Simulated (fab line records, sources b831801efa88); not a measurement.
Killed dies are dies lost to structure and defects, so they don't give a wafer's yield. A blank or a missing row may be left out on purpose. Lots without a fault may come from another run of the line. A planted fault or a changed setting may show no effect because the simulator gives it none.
fab line records | flow sky130 | part 1 of 2: steps 1 to 26 of 35
record lots=5 wafers=15 last_day=49
route steps=708 shown METAL5@667 PASSIVATION@681 PAD_OPEN@694
lots that met no fault: from a run of the same line without faults
start_h: hours from the record's first day to the start of the lot's first wafer shown | wait_h: hours since the lot's step before | " the same as in the row above | L1.1+2: a row that stands for several wafers | - no value, or no start given | * or withheld: withheld | < > ~ a bound
route shown NAME@n: a module of which the file shows steps, and the number in the route of the first | usual: mean/standard deviation of fault-free wafers | same: alike in all rows | chamber/n: place in a boat | sites: the reading at each site | _std_site: their standard deviation | _edge_site: outer sites' mean less inner sites' | radius_mm: how far each site lies from the wafer's centre | mask NAME#n: copy n | behind: the tool/chamber that last shaped the wafer | hold: why the lot was held/for how many hours/how that ended | device: the transistor (n, p or np) that didn't switch | end of line: the same wafers' tests at the end of the route | a step without rows: its recipe alone | killed: dies lost to structure and defects at the first sort, not the wafer's yield | map: a wafer's dies, x killed, . not, _ none there
set.NAME: the setting as run; set.NAME@STEP: as run at that earlier step | model.NAME: the simulator's own value behind a step, which no gauge read
lots at some steps of the route; a table a step, a row a wafer
services: from which hour (start_h, from the record's first day; less than 0 if before it) a tool's chamber was out of use, for how many hours, and why
## steps
# step SKY_METAL5_THK_MEAS_06
# recipe thk_meas_gauge=xrf reads=AlCu_of_METAL5_SPUTTER_02
# usual METAL5_ALCU_THK=1148/13
# columns lot.wafer tool chamber start_h wait_h METAL5_ALCU_THK[nm]
L075.2 film_metro-02 - 1018.10 0.1 1147
L075.3 " - " " 1162
L075.4 " - " " 1166
L078.2 film_metro-03 - 1043.76 0.1 1155
L078.3 " - " " 1165
L078.5 " - " " 1160
L080.2 film_metro-03 - 1070.37 0.1 1117
L080.4 " - " " 1139
L080.5 " - " " 1135
L086.3 film_metro-02 - 1091.07 0.1 1143
L086.4 " - " " 1141
L086.5 " - " " 1132
L090.1 film_metro-02 - 1116.49 0.1 1151
L090.3 " - " " 1164
L090.5 " - " " 1148
# step SKY_METAL5_DEHYDRATE_07
# recipe temp_c=200 time_s=60
# usual exhaust_pa=45.2/0.78
# columns lot.wafer tool chamber start_h wait_h exhaust_pa
L075.2 litho_track-01 0 1028.35 10.2 45.4
L075.3 " 0 " " 45.6
L075.4 " 0 " " 45.2
L078.2 litho_track-03 0 1053.06 9.3 45.8
L078.3 " 0 " " 46.4
L078.5 " 0 " " 43.9
L080.2 litho_track-03 0 1080.91 10.5 45.9
L080.4 " 0 " " 45.2
L080.5 " 0 " " 45.2
L086.3 litho_track-01 0 1100.47 9.4 45.3
L086.4 " 0 " " 45.5
L086.5 " 0 " " 45.5
L090.1 litho_track-03 0 1125.73 9.2 45.3
L090.3 " 0 " " 44.9
L090.5 " 0 " " 44.5
# step SKY_METAL5_HMDS_08
# recipe prime_time_s=60 prime_temp_c=120
# usual exhaust_pa=45.2/0.95
# columns lot.wafer tool chamber start_h wait_h exhaust_pa
L075.2 litho_track-01 0 1028.50 0.1 44.1
L075.3 " 0 " " 44.3
L075.4 " 0 " " 45.0
L078.2 litho_track-03 0 1053.21 0.1 43.6
L078.3 " 0 " " 43.7
L078.5 " 0 " " 44.8
L080.2 litho_track-03 0 1081.06 0.1 46.0
L080.4 " 0 " " 44.7
L080.5 " 0 " " 46.2
L086.3 litho_track-01 0 1100.62 0.1 46.1
L086.4 " 0 " " 44.8
L086.5 " 0 " " 44.7
L090.1 litho_track-03 0 1125.88 0.1 44.1
L090.3 " 0 " " 45.3
L090.5 " 0 " " 44.8
# step SKY_METAL5_COAT_09
# recipe resist=NOVOLAK spin_rpm=3000 resist_thk_nm=1800
# usual exhaust_pa=45.0/0.9
# columns lot.wafer tool chamber start_h wait_h exhaust_pa
L075.2 litho_track-01 0 1028.65 0.1 46.1
L075.3 " 0 " " 43.7
L075.4 " 0 " " 46.3
L078.2 litho_track-03 0 1053.36 0.1 44.8
L078.3 " 0 " " 44.3
L078.5 " 0 " " 45.9
L080.2 litho_track-03 0 1081.21 0.1 45.5
L080.4 " 0 " " 45.1
L080.5 " 0 " " 45.2
L086.3 litho_track-01 0 1100.77 0.1 44.7
L086.4 " 0 " " 44.8
L086.5 " 0 " " 44.3
L090.1 litho_track-03 0 1126.03 0.1 44.8
L090.3 " 0 " " 44.7
L090.5 " 0 " " 44.0
# step SKY_METAL5_SOFTBAKE_10
# recipe temp_c=90 time_s=60 resist=NOVOLAK
# usual exhaust_pa=44.8/0.86
# columns lot.wafer tool chamber start_h wait_h exhaust_pa
L075.2 litho_track-01 0 1028.80 0.1 45.8
L075.3 " 0 " " 46.1
L075.4 " 0 " " 45.2
L078.2 litho_track-03 0 1053.51 0.1 45.5
L078.3 " 0 " " 45.1
L078.5 " 0 " " 45.5
L080.2 litho_track-03 0 1081.36 0.1 44.8
L080.4 " 0 " " 43.3
L080.5 " 0 " " 43.8
L086.3 litho_track-01 0 1100.92 0.1 43.5
L086.4 " 0 " " 45.4
L086.5 " 0 " " 45.3
L090.1 litho_track-03 0 1126.18 0.1 43.5
L090.3 " 0 " " 45.4
L090.5 " 0 " " 45.4
# step SKY_METAL5_EXPOSE_11
# recipe mask_id=MM5 na=0.6 source_shape=conventional sigma_outer=0.6 polarization=unpolarized target_cd_nm=1600 dose_mj=190
# columns lot.wafer tool chamber start_h wait_h mask
L075.2+3+4 iline_stepper-02 0 - - MM5#0
L078.2+3+5 iline_stepper-01 0 - - MM5#0
L080.2+4+5 iline_stepper-01 0 - - MM5#0
L086.3+4+5 iline_stepper-01 0 - - MM5#0
L090.1+3+5 iline_stepper-02 0 - - MM5#0
# step SKY_METAL5_PEB_12
# recipe temp_c=withheld time_s=* resist=NOVOLAK
# usual exhaust_pa=44.9/0.82
# columns lot.wafer tool chamber start_h wait_h exhaust_pa
L075.2 litho_track-03 0 - - 44.7
L075.3 " 0 " " 45.1
L075.4 " 0 " " 45.5
L078.2 litho_track-02 0 - - 45.1
L078.3 " 0 " " 44.8
L078.5 " 0 " " 45.3
L080.2 litho_track-03 0 - - 45.7
L080.4 " 0 " " 46.4
L080.5 " 0 " " 45.3
L086.3 litho_track-03 0 - - 44.6
L086.4 " 0 " " 45.2
L086.5 " 0 " " 44.8
L090.1 litho_track-03 0 - - 46.5
L090.3 " 0 " " 45.9
L090.5 " 0 " " 46.2
# step SKY_METAL5_DEVELOP_13
# recipe resist=NOVOLAK developer=TMAH develop_time_s=60 dev_temp_c=23
# usual exhaust_pa=45.3/1
# columns lot.wafer tool chamber start_h wait_h exhaust_pa
L075.2 litho_track-03 0 1040.76 0.1 44.4
L075.3 " 0 " " 45.3
L075.4 " 0 " " 44.5
L078.2 litho_track-02 0 1064.57 0.1 48.5
L078.3 " 0 " " 47.1
L078.5 " 0 " " 46.1
L080.2 litho_track-03 0 1091.61 0.1 44.6
L080.4 " 0 " " 44.8
L080.5 " 0 " " 45.0
L086.3 litho_track-03 0 1111.08 0.1 44.9
L086.4 " 0 " " 44.6
L086.5 " 0 " " 45.3
L090.1 litho_track-03 0 1135.58 0.1 45.4
L090.3 " 0 " " 47.6
L090.5 " 0 " " 45.7
# step SKY_METAL5_DESCUM_14
# recipe chemistry=O2 source_power_w=150 bias_power_w=0 pressure_mtorr=10 temp_c=40 time_s=11
# usual drypump_motor_current_A=5.6/0.34 oes_product_au=1.008/0.014
# columns lot.wafer tool chamber start_h wait_h drypump_motor_current_A oes_product_au rf_hours_counter_h
L075.2 rie_metal-02 0 1040.88 0.1 5.8 1.026 15
L075.3 " 0 " " 5.8 1.022 -
L075.4 " 1 " " 5.0 1.024 -
L078.2 rie_metal-02 0 1064.69 0.1 5.8 1.027 17
L078.3 " 0 " " 5.8 1.036 -
L078.5 " 0 " " 5.8 1.013 -
L080.2 rie_metal-04 1 1091.73 0.1 5.7 1.005 9
L080.4 " 0 " " 5.9 0.989 -
L080.5 " 0 " " 5.9 1.011 -
L086.3 rie_metal-02 1 1111.19 0.1 5.0 1.014 -
L086.4 " 0 " " 5.8 1.026 -
L086.5 " 0 " " 5.8 1.025 -
L090.1 rie_metal-02 1 1135.73 0.1 5.0 1.025 25
L090.3 " 1 " " 5.0 1.022 -
L090.5 " 1 " " 5.0 1.015 -
# step SKY_METAL5_METAL_ETCH_15
# recipe target_depth_a=12600 stop_on=SiO2 over_etch_frac=0.2 time_s=252 chemistry=Cl2/BCl3 resist_sidewall_deg=86 pressure_mtorr=10 icp_w=900 bias_w=48.5 Cl2_flow_sccm=60 bcl3_flow_sccm=30
# usual drypump_motor_current_A=5.6/0.34 oes_product_au=0.894/0.0049 throttle_valve_pct=22.266/0.0094
# columns lot.wafer tool chamber start_h wait_h drypump_motor_current_A oes_product_au rf_hours_counter_h throttle_valve_pct
L075.2 rie_metal-02 0 1040.92 0.0 5.8 0.892 15 22.262
L075.3 " 0 " " 5.8 0.894 - 22.275
L075.4 " 1 " " 5.0 0.902 - 22.262
L078.2 rie_metal-02 0 1064.73 0.0 5.8 0.901 17 22.266
L078.3 " 0 " " 5.8 0.897 - 22.256
L078.5 " 0 " " 5.8 0.891 - 22.268
L080.2 rie_metal-04 1 1091.77 0.0 5.7 0.893 9 22.263
L080.4 " 0 " " 5.9 0.896 - 22.278
L080.5 " 0 " " 5.9 0.893 - 22.259
L086.3 rie_metal-02 1 1111.29 0.1 5.0 0.902 - 22.281
L086.4 " 0 " " 5.8 0.897 - 22.258
L086.5 " 0 " " 5.8 0.896 - 22.254
L090.1 rie_metal-02 1 1135.77 0.0 5.0 0.894 25 22.257
L090.3 " 1 " " 5.0 0.887 - 22.254
L090.5 " 1 " " 5.0 0.894 - 22.258
# step SKY_METAL5_STRIP_16
# recipe chemistry=O2/N2 power_w=1400 pressure_mtorr=1500 platen_temp_c=withheld o2_flow_sccm=3000 n2_flow_sccm=300 overash_fraction=0.5
# usual drypump_motor_current_A=5.7/0.38 oes_product_au=0.710/0.0045 strip_time_to_endpoint_s=12.96/0.19
# columns lot.wafer tool chamber start_h wait_h drypump_motor_current_A oes_product_au rf_hours_counter_h strip_time_to_endpoint_s
L075.2 plasma_asher-04 0 1041.15 0.2 6.6 0.704 87 12.84
L075.3 " 1 " " 5.4 0.705 - 12.82
L075.4 " 0 " " 6.6 0.716 - 12.77
L078.2 plasma_asher-01 1 1064.96 0.2 5.9 0.707 0 12.65
L078.3 " 0 " " 5.7 0.708 - 12.77
L078.5 " 0 " " 5.7 0.709 - 12.72
L080.2 plasma_asher-02 1 1092.00 0.2 5.5 0.711 32 13.05
L080.4 " 1 " " 5.5 0.710 - 13.15
L080.5 " 1 " " 5.5 0.723 - 13.09
L086.3 plasma_asher-01 1 1111.48 0.1 5.9 0.710 - 12.72
L086.4 " 0 " " 5.7 0.712 - 12.76
L086.5 " 1 " " 5.9 0.711 - 12.69
L090.1 plasma_asher-01 0 1136.00 0.2 5.7 0.714 8 12.71
L090.3 " 0 " " 5.7 0.703 - 12.66
L090.5 " 1 " " 5.9 0.699 - 12.56
# step SKY_METAL5_STRIP_17
# recipe chemistry=post_etch_residue_remover time_s=1200 temp_c=72.5
# usual bath_guard_temp_C=72.5/0.58
# columns lot.wafer tool chamber start_h wait_h bath_guard_temp_C
L075.2 wet_bench-03 2 1041.25 0.1 72.6
L075.3 " 2 " " 72.5
L075.4 " 2 " " 72.3
L078.2 wet_bench-04 2 1065.06 0.1 72.6
L078.3 " 2 " " 72.1
L078.5 " 2 " " 72.4
L080.2 wet_bench-04 0 1092.20 0.2 73.0
L080.4 " 0 " " 72.9
L080.5 " 0 " " 72.9
L086.3 wet_bench-03 2 1111.55 0.0 72.7
L086.4 " 2 " " 72.3
L086.5 " 2 " " 72.9
L090.1 wet_bench-03 2 1136.10 0.1 72.4
L090.3 " 2 " " 72.3
L090.5 " 2 " " 72.6
# step SKY_METAL5_CLEAN_18
# recipe chemistry=IPA time_s=180 temp_c=25
# columns lot.wafer tool chamber start_h wait_h
L075.2+3+4 wet_bench-01 3 1041.59 0.0
L078.2+3+5 wet_bench-01 0 1065.44 0.0
L080.2+4+5 wet_bench-03 2 1092.54 0.0
L086.3+4+5 wet_bench-04 3 1111.89 0.0
L090.1+3+5 wet_bench-01 1 1136.51 0.0
# step SKY_METAL5_CLEAN_19
# recipe chemistry=O3/DIW dry=n2_spin
# columns lot.wafer tool chamber start_h wait_h
L075.2+3+4 wet_bench-03 1 1041.65 0.0
L078.2+3+5 wet_bench-03 3 1065.49 0.0
L080.2+4+5 wet_bench-01 2 1092.60 0.0
L086.3+4+5 wet_bench-01 0 1111.96 0.0
L090.1+3+5 wet_bench-04 3 1136.57 0.0
# step SKY_PASSIVATION_CVD_00
# recipe material=SiO2 target_thk_nm=90 temp_c=400 time_s=withheld rf_w=600
# usual heater_power_w=673/87
# columns lot.wafer tool chamber start_h wait_h heater_power_w
L075.2 pecvd-03 2 1041.74 0.0 568
L075.3 " 1 " " 676
L075.4 " 1 " " 687
L078.2 pecvd-02 0 1065.59 0.0 568
L078.3 " 2 " " 550
L078.5 " 0 " " 577
L080.2 pecvd-03 2 1092.69 0.0 586
L080.4 " 0 " " 674
L080.5 " 1 " " 681
L086.3 pecvd-03 2 1112.06 0.0 665
L086.4 " 2 " " 685
L086.5 " 1 " " 662
L090.1 pecvd-01 1 1136.66 0.0 761
L090.3 " 1 " " 755
L090.5 " 2 " " 767
# step SKY_PASSIVATION_THK_MEAS_01
# recipe reads=SiO2_of_PASSIVATION_CVD_00
# usual PASSIVATION_CVD_00_THK=90.0/1.3
# columns lot.wafer tool chamber start_h wait_h PASSIVATION_CVD_00_THK[nm]
L075.2 film_metro-02 - 1041.77 - 88.5
L075.3 " - " " 88.7
L075.4 " - " " 88.4
L078.2 film_metro-04 - 1065.62 - 89.4
L078.3 " - " " 88.6
L078.5 " - " " 90.1
L080.2 film_metro-02 - 1092.72 - 89.3
L080.4 " - " " 91.9
L080.5 " - " " 89.4
L086.3 film_metro-01 - 1112.10 - 89.3
L086.4 " - " " 91.8
L086.5 " - " " 90.0
L090.1 film_metro-04 - 1136.69 - 89.9
L090.3 " - " " 91.1
L090.5 " - " " 90.5
# step SKY_PASSIVATION_CVD_02
# recipe material=Si3N4 target_thk_nm=540 temp_c=400 time_s=withheld rf_w=450
# usual heater_power_w=715/86
# columns lot.wafer tool chamber start_h wait_h heater_power_w
L075.2 pecvd-02 0 1041.82 0.0 563
L075.3 " 1 " " 809
L075.4 " 0 " " 581
L078.2 pecvd-01 0 1065.67 0.0 701
L078.3 " 0 " " 737
L078.5 " 0 " " 766
L080.2 pecvd-02 1 1092.77 0.0 813
L080.4 " 2 " " 580
L080.5 " 1 " " 826
L086.3 pecvd-01 0 1112.14 0.0 785
L086.4 " 1 " " 899
L086.5 " 0 " " 815
L090.1 pecvd-03 2 1136.75 0.1 677
L090.3 " 2 " " 723
L090.5 " 1 " " 646
# step SKY_PASSIVATION_THK_MEAS_03
# recipe reads=Si3N4_of_PASSIVATION_CVD_02
# usual PASSIVATION_CVD_02_THK=537/8.7
# columns lot.wafer tool chamber start_h wait_h PASSIVATION_CVD_02_THK[nm]
L075.2 film_metro-04 - 1042.06 - 543
L075.3 " - " " 525
L075.4 " - " " 547
L078.2 film_metro-02 - 1066.02 - 532
L078.3 " - " " 542
L078.5 " - " " 540
L080.2 film_metro-01 - 1093.01 - 533
L080.4 " - " " 526
L080.5 " - " " 541
L086.3 film_metro-02 - 1112.38 - 538
L086.4 " - " " 547
L086.5 " - " " 542
L090.1 film_metro-04 - 1137.09 - 545
L090.3 " - " " 547
L090.5 " - " " 539
# step SKY_PASSIVATION_DEHYDRATE_04
# recipe temp_c=200 time_s=60
# usual exhaust_pa=45.1/0.99
# columns lot.wafer tool chamber start_h wait_h exhaust_pa
L075.2 litho_track-01 0 1051.65 9.6 46.6
L075.3 " 0 " " 46.1
L075.4 " 0 " " 47.2
L078.2 litho_track-01 0 1075.55 9.5 44.3
L078.3 " 0 " " 44.0
L078.5 " 0 " " 44.2
L080.2 litho_track-01 0 1102.50 9.5 44.3
L080.4 " 0 " " 44.3
L080.5 " 0 " " 43.8
L086.3 litho_track-01 0 1121.17 8.8 44.9
L086.4 " 0 " " 45.5
L086.5 " 0 " " 44.9
L090.1 litho_track-02 0 1145.69 8.6 45.2
L090.3 " 0 " " 46.0
L090.5 " 0 " " 45.8
# step SKY_PASSIVATION_HMDS_05
# recipe prime_time_s=60 prime_temp_c=120
# usual exhaust_pa=44.9/0.84
# columns lot.wafer tool chamber start_h wait_h exhaust_pa
L075.2 litho_track-01 0 1051.80 0.1 44.6
L075.3 " 0 " " 44.5
L075.4 " 0 " " 45.2
L078.2 litho_track-01 0 1075.70 0.1 46.0
L078.3 " 0 " " 45.5
L078.5 " 0 " " 45.5
L080.2 litho_track-01 0 1102.65 0.1 45.1
L080.4 " 0 " " 45.6
L080.5 " 0 " " 44.4
L086.3 litho_track-01 0 1121.32 0.1 45.5
L086.4 " 0 " " 45.4
L086.5 " 0 " " 44.2
L090.1 litho_track-02 0 1145.84 0.1 45.6
L090.3 " 0 " " 45.2
L090.5 " 0 " " 44.5
# step SKY_PASSIVATION_COAT_06
# recipe spin_rpm=2000 resist_thk_nm=3000
# usual exhaust_pa=45.1/0.7
# columns lot.wafer tool chamber start_h wait_h exhaust_pa
L075.2 litho_track-01 0 1051.95 0.1 44.1
L075.3 " 0 " " 45.7
L075.4 " 0 " " 44.7
L078.2 litho_track-01 0 1075.85 0.1 45.0
L078.3 " 0 " " 44.2
L078.5 " 0 " " 45.0
L080.2 litho_track-01 0 1102.80 0.1 46.6
L080.4 " 0 " " 44.8
L080.5 " 0 " " 45.9
L086.3 litho_track-01 0 1121.47 0.1 45.6
L086.4 " 0 " " 45.4
L086.5 " 0 " " 46.4
L090.1 litho_track-02 0 1145.99 0.1 45.5
L090.3 " 0 " " 45.1
L090.5 " 0 " " 45.1
# step SKY_PASSIVATION_SOFTBAKE_07
# recipe temp_c=110 time_s=withheld
# usual exhaust_pa=45.0/1.1
# columns lot.wafer tool chamber start_h wait_h exhaust_pa
L075.2 litho_track-01 0 1052.10 0.1 43.6
L075.3 " 0 " " 42.1
L075.4 " 0 " " 43.2
L078.2 litho_track-01 0 1076.00 0.1 44.0
L078.3 " 0 " " 45.9
L078.5 " 0 " " 44.7
L080.2 litho_track-01 0 1102.96 0.1 45.2
L080.4 " 0 " " 44.8
L080.5 " 0 " " 46.6
L086.3 litho_track-01 0 1121.64 0.1 45.4
L086.4 " 0 " " 44.8
L086.5 " 0 " " 46.1
L090.1 litho_track-02 0 1146.14 0.1 43.3
L090.3 " 0 " " 44.4
L090.5 " 0 " " 44.3
# step SKY_PASSIVATION_EXPOSE_08
# recipe mask_id=NSM target_cd_nm=3000 na=0.57 dose_mj=260
# columns lot.wafer tool chamber start_h wait_h mask
L075.2+3+4 iline_stepper-02 0 - - NSM#0
L078.2+3+5 iline_stepper-02 0 - - NSM#0
L080.2+4+5 iline_stepper-02 0 - - NSM#0
L086.3+4+5 iline_stepper-02 0 - - NSM#0
L090.1+3+5 iline_stepper-01 0 - - NSM#0
# step SKY_PASSIVATION_PEB_09
# recipe temp_c=115 time_s=withheld
# usual exhaust_pa=45.1/1
# columns lot.wafer tool chamber start_h wait_h exhaust_pa
L075.2 litho_track-02 0 - - 45.2
L075.3 " 0 " " 43.7
L075.4 " 0 " " 44.3
L078.2 litho_track-02 0 - - 45.4
L078.3 " 0 " " 45.6
L078.5 " 0 " " 45.2
L080.2 litho_track-02 0 - - 46.4
L080.4 " 0 " " 46.4
L080.5 " 0 " " 45.4
L086.3 litho_track-02 0 - - 45.0
L086.4 " 0 " " 43.9
L086.5 " 0 " " 45.9
L090.1 litho_track-02 0 - - 44.6
L090.3 " 0 " " 43.8
L090.5 " 0 " " 44.0
# step SKY_PASSIVATION_DEVELOP_10
# recipe develop_time_s=60 dev_temp_c=23
# usual exhaust_pa=45.4/0.88
# columns lot.wafer tool chamber start_h wait_h exhaust_pa
L075.2 litho_track-02 0 - - 46.2
L075.3 " 0 " " 45.0
L075.4 " 0 " " 44.1
L078.2 litho_track-02 0 - - 45.6
L078.3 " 0 " " 46.4
L078.5 " 0 " " 44.3
L080.2 litho_track-02 0 - - 44.3
L080.4 " 0 " " 44.6
L080.5 " 0 " " 44.8
L086.3 litho_track-02 0 - - 44.1
L086.4 " 0 " " 43.8
L086.5 " 0 " " 43.7
L090.1 litho_track-02 0 - - 44.5
L090.3 " 0 " " 44.7
L090.5 " 0 " " 44.4
# step SKY_PASSIVATION_ETCH_11
# recipe chemistry=CF4/O2 target_depth_nm=725 stop_on=AlCu source_w=800 bias_w=150 pressure_mtorr=150 cf4_flow_sccm=80 O2_flow_sccm=10 time_s=161.1
# usual drypump_motor_current_A=5.7/0.53 oes_product_au=0.975/0.0083 throttle_valve_pct=5.964/0.0088
# columns lot.wafer tool chamber start_h wait_h drypump_motor_current_A oes_product_au rf_hours_counter_h throttle_valve_pct
L075.2 rie_diel-01 0 1063.29 - 6.5 0.985 25 5.973
L075.3 " 1 " " 5.4 0.960 24 5.962
L075.4 " 3 " " 4.8 0.972 10 5.969
L078.2 rie_diel-03 2 1087.34 - 5.0 0.965 34 5.975
L078.3 " 1 " " 5.9 0.985 24 5.971
L078.5 " 3 " " 6.3 0.981 - 5.983
L080.2 rie_diel-03 0 1113.04 - 5.6 0.976 9 5.953
L080.4 " 1 " " 5.9 0.971 - 5.948
L080.5 " 3 " " 6.3 0.973 - 5.962
L086.3 rie_diel-03 2 1131.69 - 5.0 0.980 0 5.981
L086.4 " 1 " " 5.9 0.988 26 5.968
L086.5 " 3 " " 6.3 0.978 - 5.967
L090.1 rie_diel-04 1 1155.89 - 5.6 0.988 7 5.964
L090.3 " 3 " " 5.9 0.983 18 5.959
L090.5 " 0 " " 5.7 0.975 - 5.962
